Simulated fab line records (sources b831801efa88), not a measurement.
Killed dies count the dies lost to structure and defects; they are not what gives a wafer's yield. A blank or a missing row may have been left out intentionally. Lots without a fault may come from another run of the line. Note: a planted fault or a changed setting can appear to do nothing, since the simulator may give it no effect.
Matching of chambers ; flow sky130 ; SKY_CONTACT_CMP_27 on cmp-02: 4 sister chambers
The step polishes, stops on SiO2, t overpolish 15 s, target thk 0 nm. 8 wafers are shown with their chamber, then 8 later ones without.

WAFERS WITH THEIR CHAMBER
wafer;chamber;motorCurrentA (A);timeToEndpointS (s)
L173.2;3;12.4;84.2
L175.4;3;12.8;82.6
L184.5;1;12.9;82.6
L184.6;0;13.0;84.9
L186.2;0;13.2;86.7
L186.3;2;13.4;86.6
L186.4;1;11.9;86.6
L190.3;2;12.9;82.4

WAFERS WITHOUT THEIR CHAMBER
wafer;motorCurrentA (A);timeToEndpointS (s)
L190.4;13.4;89.8
L190.6;12.9;82.5
L191.1;12.8;86.4
L191.5;12.7;83.6
L191.6;12.7;85.0
L194.3;12.9;87.0
L194.5;12.1;83.0
L194.6;12.6;85.5

THE CHAMBER EACH PASSED THROUGH
wafer;from the rows above;in truth
L190.4;can't be placed: 0 or 2 or 1 or 3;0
L190.6;can't be placed: 3 or 2 or 1 or 0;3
L191.1;can't be placed: 0 or 2 or 1 or 3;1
L191.5;can't be placed: 3 or 1 or 2 or 0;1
L191.6;can't be placed: 1 or 3 or 0 or 2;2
L194.3;can't be placed: 0 or 2 or 1 or 3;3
L194.5;can't be placed: 1 or 3 or 2 or 0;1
L194.6;can't be placed: 1 or 3 or 0 or 2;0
Correctly placed: 0 of 8. From these rows, 8 cannot be placed; in 8 the true chamber is one of the candidates. Placed wrongly: 0.
How it was worked out, from the rows above alone: a wafer's distance from a chamber is the root of the sum, over the readings, of the square of ((its reading less the chamber's mean) divided by the reading's scatter). The wafer belongs to the nearest chamber; if the next one is less than 2 further off, it can't be placed. A chamber's mean is the mean of its shown wafers. The scatter is the square root of a quotient: the sum, over the shown wafers, of each reading's squared deviation from its chamber's mean, divided by wafers minus chambers.
